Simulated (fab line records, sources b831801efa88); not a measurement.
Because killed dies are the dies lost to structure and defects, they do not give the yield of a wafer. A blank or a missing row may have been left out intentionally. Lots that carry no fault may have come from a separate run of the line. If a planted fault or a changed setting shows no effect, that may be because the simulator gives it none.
Chamber matching ; flow gf180mcu ; rie_diel-04 running GF_V4_ETCH_16: 4 sister chambers
The step etches BARC in N2/H2. 8 wafers are shown with their chamber, then 7 later ones without.

## WAFERS PAIRED WITH THEIR CHAMBERS
wafer;chamber;drypump_motor_current_A (A);oes_product_au (a.u.)
L879.3;0;5.7;0.851
L879.6;3;6.3;0.850
L881.5;0;5.6;0.852
L885.2;2;4.7;0.847
L885.3;1;5.3;0.852
L885.5;1;5.3;0.855
L887.1;2;4.7;0.862
L887.5;3;6.4;0.853

## WAFERS WITHOUT THEIR CHAMBER
wafer;drypump_motor_current_A (A);oes_product_au (a.u.)
L887.6;5.7;0.859
L899.1;6.4;0.856
L899.3;5.2;0.844
L899.5;6.4;0.850
L901.1;4.6;0.853
L901.2;5.6;0.854
L901.3;6.3;0.855

## WHICH CHAMBER EACH ONE RAN IN
wafer;from the rows above;in truth
L887.6;0;0
L899.1;3;3
L899.3;1;1
L899.5;3;3
L901.1;2;2
L901.2;0;0
L901.3;3;3
Correctly placed: 7 of 7. Not placeable from these rows: 0. Number placed wrongly: 0.
How it was worked out, from the rows above alone: a wafer's distance from a chamber is the root of the sum, over the readings, of the square of ((its reading less the chamber's mean) divided by the reading's scatter). If the next closest chamber is less than 2 further off than the closest, the wafer can't be placed; otherwise it belongs to the closest. The mean given for a chamber averages the wafers shown for that chamber. The scatter is the square root of a quotient: the sum, over the shown wafers, of each reading's squared deviation from its chamber's mean, divided by wafers minus chambers.
